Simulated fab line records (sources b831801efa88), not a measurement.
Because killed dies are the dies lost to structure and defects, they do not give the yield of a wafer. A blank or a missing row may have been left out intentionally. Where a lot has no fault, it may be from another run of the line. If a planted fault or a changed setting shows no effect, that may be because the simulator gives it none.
A struck lot beside a sound one || flow sky130 || 14 out of 708 route steps
Sound: these wafers, L539.1, L539.3, L539.5. Wafers L548.1, L548.3, L548.6 were the ones struck. The cause comes at the end.
Order at every step that has rows: each side's tool, ch and its chambers, its first start. Under that, the readings that differ: sound wafers || struck wafers || difference of the means || sigmas: that difference in standard deviations of wafers without a fault.
alike: same words and numbers on both sides, and readings whose means sit less than 2 such deviations apart. not compared: any withheld reading, any reading some wafer has no value for, any bound like >300 that may hide the same value, and any number with overlapping values for which the record gives no deviation.
The two part at a step that has a row with sigmas, a row that says differs or no value, or rows on one side only. Numbers that have no deviation but don't overlap get no sigmas and don't part them. Lack of a reading on every wafer of one side parts them only where that side has two or more wafers.

first, 2 steps without rows for these wafers: SKY_NWELL_PEB_08; SKY_NWELL_DEVELOP_09 (develop time 60 s).
SKY_NWELL_OVL_MEAS_10:
  struck on overlay-02, day 7 22:50; sound on overlay-01, day 6 00:21
  alike: NWELL_00_OVL
then, 3 steps without rows for these wafers: SKY_NWELL_IMPLANT_11; SKY_NWELL_IMPLANT_12; SKY_NWELL_IMPLANT_13.
SKY_NWELL_STRIP_14: strips in O2/N2.
  sound on plasma-asher-02 ch 0,1, day 6 00:50; struck on plasma-asher-02 ch 0,1, day 7 23:19
  alike: chamber-pressure-mTorr, drypump-motor-current-A, oes-product-au, strip-time-to-endpoint-s
  not compared: rf-hours-counter-h
SKY_NWELL_TW_MEAS_15:
  struck on film-metro-03, day 7 23:25; sound on film-metro-03, day 6 00:56
  alike: NWELL_TW
then, 4 steps without rows for these wafers: SKY_NWELL_DEHYDRATE_16 (time 60 s); SKY_NWELL_HMDS_17 (prime time 60 s); SKY_NWELL_COAT_18 (resist thk 3000 nm); SKY_NWELL_SOFTBAKE_19.
SKY_NWELL_EXPOSE_20: exposes mask NWM COMPLEMENT, target cd 840 nm.
  sound on iline-stepper-01 ch 0, day 6 10:26; struck on iline-stepper-01, day 8 09:44
  no value came back on the struck wafers for exposure-dose-mJ-cm2, focus-offset-nm (nm); on the sound wafers exposure-dose-mJ-cm2 reads 259.98 259.90 259.75
{"reading": "model.NWELL.overlay-x-nm (nm)", "sound": "-1.532 -1.532 -1.532", "struck": "-0.1206 -0.1206 -0.1206", "difference": "+1.4114", "sigmas": ""}
{"reading": "model.NWELL.overlay-y-nm (nm)", "sound": "0.7695 0.7695 0.7695", "struck": "1.206 1.206 1.206", "difference": "+0.436", "sigmas": ""}
  alike: mask
then, 1 step without rows for these wafers: SKY_NWELL_PEB_21.

## WHERE THEY PART
SKY_NWELL_EXPOSE_20 only, going by this record.

WHY: what had been put in by the simulator
Skipped step whole: iline-stepper-01, from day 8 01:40 on, at SKY_NWELL_EXPOSE_20. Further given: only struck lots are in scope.
